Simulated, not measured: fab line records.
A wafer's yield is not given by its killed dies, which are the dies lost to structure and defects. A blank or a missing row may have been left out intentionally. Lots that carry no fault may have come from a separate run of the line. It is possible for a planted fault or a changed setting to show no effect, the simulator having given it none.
Comparing a struck lot with a sound one / flow sky130 / 17 out of 708 route steps
Sound: these wafers, L230.1, L230.4, L230.6. Struck: wafers L226.2, L226.4, L226.6. Last of all comes the cause.
Per side, at each step with rows, come the tool, then ch with its chambers, and then its first start. Under that, the readings that differ: sound wafers / struck wafers / difference of the means / sigmas: that difference in standard deviations of wafers without a fault.
alike: same words and numbers on both sides, and readings whose means sit less than 2 such deviations apart. not compared: any withheld reading, any reading some wafer has no value for, any bound like >300 that may hide the same value, and any number with overlapping values for which the record gives no deviation.
Wherever a step has rows on one side only, a row that says differs or no value, or a row with sigmas, the two part there. Non-overlapping numbers with no deviation appear without sigmas and do not part them. Lack of a reading on every wafer of one side parts them only where that side has two or more wafers.

SKY_VT_ADJUST_LVTN_OVL_MEAS_07:
  sound on overlay-01 at day 9 16:37; struck on overlay-02 at day 8 12:34
reading=VT_ADJUST_LVTN_OVL (nm); sound=0.4 2.8 0.5; struck=-1.4 -2.5 -1.4; difference=-3.0; sigmas=-2
after that, 1 step had no rows for these wafers: SKY_VT_ADJUST_LVTN_IMPLANT_08.
SKY_VT_ADJUST_LVTN_STRIP_09: strips in O2/N2.
  sound on plasmaAsher-02 ch 0,1, day 9 16:48; struck on plasmaAsher-03 ch 1, day 8 12:45
reading=drypumpMotorCurrentA (A); sound=5.8 6.0 5.9; struck=5.3 5.3 5.3; difference=-0.6; sigmas=-2
reading=stripTimeToEndpointS (s); sound=36.83 36.80 36.83; struck=37.01 36.96 37.08; difference=+0.20; sigmas=+2
  alike: o2FlowSccm, oesProductAu
  not compared: rfHoursCounterH
SKY_VT_ADJUST_LVTN_TW_MEAS_10:
  sound on filmMetro-02 at day 9 16:54; struck on filmMetro-01 at day 8 12:52
  alike: VT_ADJUST_LVTN_TW
then, 7 steps without rows for these wafers: SKY_VT_ADJUST_LVTN_DEHYDRATE_11 (time 60 s); SKY_VT_ADJUST_LVTN_HMDS_12 (prime time 60 s); SKY_VT_ADJUST_LVTN_COAT_13 (resist thk 1140 nm); SKY_VT_ADJUST_LVTN_SOFTBAKE_14 (time 60 s); SKY_VT_ADJUST_LVTN_EXPOSE_15 (exposes mask HVN STD DERIVED, target cd 600 nm); SKY_VT_ADJUST_LVTN_PEB_16; SKY_VT_ADJUST_LVTN_DEVELOP_17 (develop time 60 s).
SKY_VT_ADJUST_LVTN_OVL_MEAS_18:
  sound on overlay-02 at day 10 14:11; struck on overlay-01 at day 9 09:58
  alike: VT_ADJUST_LVTN_01_OVL
SKY_VT_ADJUST_LVTN_IMPLANT_19:
  sound on implanter-04 ch 0, day 10 14:14; struck on implanter-02 ch 0, day 9 10:01
reading=beamOnS (s); sound=9.90 10.02 9.80; struck=14.61 14.35 14.47; difference=+4.57; sigmas=+25
reading=faradayCurrentUA; sound=3.71 3.65 3.75; struck=2.52 2.56 2.53; difference=-1.17; sigmas=-17
SKY_VT_ADJUST_LVTN_STRIP_20: strips in O2/N2.
  sound on plasmaAsher-04 ch 0,1, day 10 14:23; struck on plasmaAsher-04 ch 0,1, day 9 10:08
  alike: drypumpMotorCurrentA, o2FlowSccm, oesProductAu, stripTimeToEndpointS
  not compared: rfHoursCounterH
SKY_VT_ADJUST_LVTN_TW_MEAS_21:
  sound on filmMetro-01 at day 10 14:29; struck on filmMetro-04 at day 9 10:15
reading=VT_ADJUST_LVTN_2_TW; sound=186.5 187.5 186.7; struck=208.8 208.4 208.3; difference=+21.6; sigmas=+22
then, 1 step without rows for these wafers: SKY_VT_ADJUST_NCORE_DEHYDRATE_00 (time 60 s).
-- a jump in the record: the struck wafers' starts before and after are 38 days apart (it breaks off in module VT_ADJUST_NCORE and resumes in module PAD_OPEN, where the first step shown is number 708 of the route) --
SKY_PAD_OPEN_PROBE_99:
  sound on prober-02 at day 48 07:12; struck on prober-02 at day 47 10:47
reading=model.etest.resPwellUnderGate.rsOhmSq; sound=2277 2284 2286; struck=2264 2254 2260; difference=-23; sigmas=
reading=model.etest.tip_n_5v.rsOhmSq; sound=1365 1370 1367; struck=1424 1417 1420; difference=+53; sigmas=
reading=model.etest.nfetG5v0d10v5.bodyRiseV (V); sound=0.6733 0.6799 0.6665; struck=0.7182 0.7222 0.7193; difference=+0.0467; sigmas=
reading=model.etest.nfet_16v.bodyRiseV (V); sound=0.6648 0.6708 0.6607; struck=0.7063 0.7117 0.708; difference=+0.0432; sigmas=
reading=model.etest.nfetG5v0d10v5.vtSatV (V); sound=0.7603 0.754 0.738; struck=0.7997 0.7846 0.7949; difference=+0.0423; sigmas=
reading=model.etest.nfetG5v0d10v5.vtV (V); sound=0.821 0.8179 0.8; struck=0.8505 0.8349 0.8442; difference=+0.0302; sigmas=
reading=model.etest.nfet_16v.vtV (V); sound=0.7654 0.7711 0.748; struck=0.7911 0.7821 0.7859; difference=+0.0249; sigmas=
  alike: killed_at_M0_to_M3, killed_at_M4_up, killedAtContacts, killedAtFrontEnd, killedAtOther, killedDies, killedOnRim, killedOpen, killedShort
  not compared: model.etest.nfet_16v.driveUaUm

== WHERE THEY PART ==
At SKY_VT_ADJUST_LVTN_OVL_MEAS_07 first; at SKY_VT_ADJUST_LVTN_TW_MEAS_21 last (within this record only). Later steps at which nothing parts them and some readings are alike: SKY_PAD_OPEN_PROBE_99.

WHY: what the simulator had put in
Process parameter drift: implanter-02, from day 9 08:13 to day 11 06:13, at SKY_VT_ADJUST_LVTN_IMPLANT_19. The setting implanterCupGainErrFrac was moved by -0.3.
